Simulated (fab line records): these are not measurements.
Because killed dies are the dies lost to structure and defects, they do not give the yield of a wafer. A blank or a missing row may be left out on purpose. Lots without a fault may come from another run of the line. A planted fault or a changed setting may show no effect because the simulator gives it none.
Split-lot trial | flow sky130 | 23 wafers read from 5 lots, route of 708 steps

== ABOUT THE SPLIT ==
At SKY_VIA3_CMP_02 (polishes SiO2), the setting leave_above_ref_nm was moved away from the recipe's 465 nm on 5 of the 23 wafers read, by -6.4% to +6.2%. All remaining wafers had this setting at the recipe value.

== FROM THE SPLIT TO THE READING: what the file shows between them, 1 step ==
- SKY_VIA3_ETCH_14: etches BARC in N2/H2, stops on SiO2, time 45.9 s, target depth 60 nm (also split here: source_w)

== THE READING ==
oes_product_au, in a.u., at SKY_VIA3_ETCH_15 (etches SiO2 in C4F8/O2/Ar, stops on TiN, target depth 507 nm, time 78 s). A value of 0.945 a.u. with a standard deviation of 0.0049 a.u. is what fault-free wafers of this fab line usually give.

wafer  | tool, chamber at the split | leave_above_ref_nm as run, nm | against the recipe | oes_product_au, a.u. | against lot-mates on the recipe
L077.1 | cmp-02, 0                  | 493.9                         | +6.2%              | 0.981                | +0.037
L077.2 | cmp-02, 2                  | 465                           | recipe             | 0.942                | -
L077.3 | cmp-02, 1                  | 465                           | recipe             | 0.947                | -
L077.5 | cmp-02, 3                  | 493.9                         | +6.2%              | 0.981                | +0.037
L077.6 | cmp-02, 0                  | 493.9                         | +6.2%              | 0.980                | +0.036
L080.2 | cmp-01, 3                  | 465                           | recipe             | 0.946                | -
L080.4 | cmp-01, 2                  | 465                           | recipe             | 0.952                | -
L080.5 | cmp-01, 0                  | 465                           | recipe             | 0.953                | -
L082.1 | cmp-01, 1                  | 465                           | recipe             | 0.948                | -
L082.3 | cmp-01, 3,2                | 465                           | recipe             | 0.943                | -
L082.4 | cmp-01, 2                  | 435.3                         | -6.4%              | 0.905                | -0.043
L082.5 | cmp-01, 3                  | 435.3                         | -6.4%              | 0.912                | -0.036
L082.6 | cmp-01, 3,2                | 465                           | recipe             | 0.952                | -
L084.1 | cmp-01, 3                  | 465                           | recipe             | 0.943                | -
L084.2 | cmp-01, 2                  | 465                           | recipe             | 0.947                | -
L084.3 | cmp-01, 0                  | 465                           | recipe             | 0.942                | -
L084.5 | cmp-01, 0                  | 465                           | recipe             | 0.942                | -
L084.6 | cmp-01, 3                  | 465                           | recipe             | 0.943                | -
L085.1 | cmp-02, 2                  | 465                           | recipe             | 0.950                | -
L085.2 | cmp-02, 0                  | 465                           | recipe             | 0.944                | -
L085.3 | cmp-02, 1,3,1              | 465                           | recipe             | 0.944                | -
L085.4 | cmp-02, 1,3,1              | 465                           | recipe             | 0.946                | -
L085.5 | cmp-02, 1,3,1              | 465                           | recipe             | 0.940                | -
Where a row lists several chambers, the file gives one row for several wafers and doesn't say which wafer went through which chamber.

THE FIT
A straight line over all 23 wafers: oes_product_au changes by +0.00571 a.u. for each +1% of leave_above_ref_nm; r = +0.98; the points scatter about the line by 0.0037 a.u.
The same after taking each lot's own level away (the mean of its wafers on the recipe; 23 wafers): +0.00595 a.u. for each +1%; r = +0.99; scatter 0.0029 a.u.
The reading moves by 0.038 a.u. for the largest change in leave_above_ref_nm, on that fit.
Measured against the standard deviation above, the lots' own levels, which go from 0.9434 to 0.9503 a.u., span 1.4 times it.
The two slopes agree, so the slope changes little with the lot-to-lot level.
Check: -0.0366 a.u. against its lot-mates is what the line predicts for one of the wafers moved furthest among these (-6.4%) when that wafer is left out of the fit. It came out at -0.0427 a.u. against them.

== THESE WAFERS: OTHER SPLITS ==
These wafers also went through other splits before the reading. Each is held against what the fit with the lots' levels taken away leaves over:
other split on the same wafers | wafers away from the commonest value | r with oes_product_au (lot level and that fit taken away)
SKY_VIA2_HDPCVD_00 time_s      | 6                                    | -0.06
SKY_VIA2_CVD_21 temp_c         | 10                                   | +0.19
SKY_METAL3_SPUTTER_04 time_s   | 10                                   | -0.05
SKY_CAPM_SPUTTER_02 time_s     | 6                                    | +0.15
SKY_CAPM_METAL_ETCH_13 time_s  | 5                                    | +0.07
SKY_METAL3_ETCH_17 time_s      | 9                                    | -0.03
SKY_VIA3_ETCH_14 source_w      | 7                                    | +0.18

== THE WHOLE CHAIN: every reading that the file lists as answering this split, in the file's order ==
step             | what it does                                                            | reading                                                                        | change (the file's fit)                   | r (the file's)
SKY_VIA3_CMP_02  | polishes SiO2                                                           | SiO2_of_VIA3_HDPCVD_00.thk_nm (the simulator's own value, which no gauge read) | +4.65 nm for each +1% of the setting      | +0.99
SKY_VIA3_ETCH_15 | etches SiO2 in C4F8/O2/Ar, stops on TiN, target depth 507 nm, time 78 s | oes_product_au                                                                 | +0.00602 a.u. for each +1% of the setting | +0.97
SKY_VIA3_ETCH_15 | etches SiO2 in C4F8/O2/Ar, stops on TiN, target depth 507 nm, time 78 s | VIA3.feature_depth_nm (the simulator's own value, which no gauge read)         | +4.62 nm for each +1% of the setting      | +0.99

== FILE'S OWN FIT ==
oes_product_au changes by +0.00602 a.u. for each +1% of leave_above_ref_nm, r = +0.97.
